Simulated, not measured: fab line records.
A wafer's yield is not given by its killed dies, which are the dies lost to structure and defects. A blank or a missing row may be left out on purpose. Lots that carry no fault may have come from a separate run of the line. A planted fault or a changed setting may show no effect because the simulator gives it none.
A lot that was struck, set against a sound lot ; flow gf180mcu ; 14 out of 602 route steps
Sound: wafers L417.1, L417.3, L417.4. Struck: wafers L418.4, L418.5, L418.6. The cause is named last.
At each step with rows: each side's tool, then ch and its chambers, then its first start. Under that, the readings that differ: sound wafers ; struck wafers ; difference of the means ; sigmas: that difference in standard deviations of wafers without a fault.
alike: a reading whose means differ by less than 2 such deviations, as well as words and numbers matching on both sides. not compared: withheld readings; readings where some wafer has no value; bounds like >300 that might hide an equal value; numbers whose values overlap and for which the record gives no deviation.
Wherever a step has rows on one side only, a row that says differs or no value, or a row with sigmas, the two part there. Numbers that have no deviation but don't overlap get no sigmas and don't part them. A reading that every wafer of one side lacks parts them only if that side has two wafers or more.

GF_M3_SPUTTER_01: material TiN, target thk 30 nm, time 25 s.
  sound on pvd-sputter-01, day 21 15:03; struck on pvd-sputter-02, day 22 01:34
  alike: chamber-pressure-pa, throttle-valve-pct
GF_M3_SPUTTER_02: material AlCu, target thk 450 nm, time 23.9 s.
  sound on pvd-sputter-01, day 21 15:05; struck on pvd-sputter-02, day 22 01:35
  alike: chamber-pressure-pa, throttle-valve-pct
GF_M3_SPUTTER_03: material Ti, target thk 10 nm, time 6.7 s.
  sound on pvd-sputter-01, day 21 15:07; struck on pvd-sputter-02, day 22 01:37
  alike: chamber-pressure-pa, substrate-temp-c, throttle-valve-pct
GF_M3_SPUTTER_04: material TiN, target thk 50 nm, time 41.7 s.
  sound on pvd-sputter-01, day 21 15:08; struck on pvd-sputter-02, day 22 01:38
  alike: chamber-pressure-pa, throttle-valve-pct
GF_M3_RS_MEAS_05: a four-point-probe measurement.
  sound on film-metro-04, day 21 15:10; struck on film-metro-01, day 22 01:44
  alike: M3_ALCU_RS
GF_M3_THK_MEAS_06: measures by xrf.
  sound on film-metro-04, day 21 15:17; struck on film-metro-01, day 22 01:50
  alike: M3_ALCU_THK
then, 6 steps without rows for these wafers: GF_M3_DEHYDRATE_07 (time 60 s); GF_M3_HMDS_08 (prime time 60 s); GF_M3_COAT_09 (resist thk 1000 nm); GF_M3_SOFTBAKE_10 (time 60 s); GF_M3_EXPOSE_11 (exposes mask Metal3, target cd 280 nm); GF_M3_PEB_12 (peb time 90 s).
GF_M3_DEVELOP_13: develop time 60 s.
  struck on litho-track-04, day 23 00:31; sound on litho-track-02 ch 0, day 22 13:56
  no value came back on the struck wafers for chill-plate-temp-C (C), develop-time-s (s); on the sound wafers chill-plate-temp-C (C) reads 22.88 23.09 23.11
reading;sound;struck;difference;sigmas
model.KrF_of_M3_COAT_09.thk-nm (nm);981.8 982.1 981;1000 997.9 1001;+18;
GF_M3_CD_MEAS_14: the cd target is 280 nm.
  sound on cd-sem-02, day 22 14:05; struck on cd-sem-02, day 23 00:39
reading;sound;struck;difference;sigmas
cd-nm (nm);280.9 280.9 281.4;- - -;no value on the struck wafers;

WHERE THEY PART
At GF_M3_DEVELOP_13 first; at GF_M3_CD_MEAS_14 last (within this record only).

WHY: what the simulator had put in
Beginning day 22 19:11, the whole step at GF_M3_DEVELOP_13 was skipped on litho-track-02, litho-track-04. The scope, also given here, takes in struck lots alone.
